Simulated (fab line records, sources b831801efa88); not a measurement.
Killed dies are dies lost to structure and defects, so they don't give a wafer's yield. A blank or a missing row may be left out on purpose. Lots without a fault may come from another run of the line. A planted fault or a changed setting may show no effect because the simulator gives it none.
Chamber matching | flow gf180mcu | GF_CONTACT_CMP_27 on cmp-01: 4 sister chambers
The step polishes, stops on SiO2, t overpolish 15 s, target thk 0 nm. 4 wafers are shown with their chamber, then 6 later ones without.

WAFERS WITH THEIR CHAMBER
wafer  | chamber | motor_current_A (A)
L212.4 | 0       | 11.9
L214.2 | 2       | 11.1
L214.3 | 3       | 11.7
L214.6 | 1       | 11.2

WAFERS WITHOUT THEIR CHAMBER
wafer  | motor_current_A (A)
L215.3 | 10.8
L215.4 | 11.6
L215.5 | 11.2
L217.1 | 11.1
L217.2 | 11.6
L217.3 | 11.6

WHICH CHAMBER EACH WENT THROUGH
wafer  | from the rows above     | in truth
L215.3 | can't be placed: 2 or 1 | 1
L215.4 | can't be placed: 3 or 0 | 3
L215.5 | can't be placed: 1 or 2 | 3
L217.1 | can't be placed: 2 or 1 | 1
L217.2 | can't be placed: 3 or 0 | 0
L217.3 | can't be placed: 3 or 0 | 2
Placed correctly: 0 of 6. Can't be placed from these rows: 6 (the true chamber is among the candidates in 4). Placed wrongly: 0.
How it was worked out, from the rows above alone: a wafer's distance from a chamber is the root of the sum, over the readings, of the square of ((its reading less the chamber's mean) divided by the reading's scatter). The wafer belongs to the nearest chamber; if the next one is less than 2 further off, it can't be placed. A chamber's mean is the mean of its shown wafers. The scatter: with one shown wafer a chamber, the root of the mean of the squares of how far each hidden wafer lies from its nearest shown one.
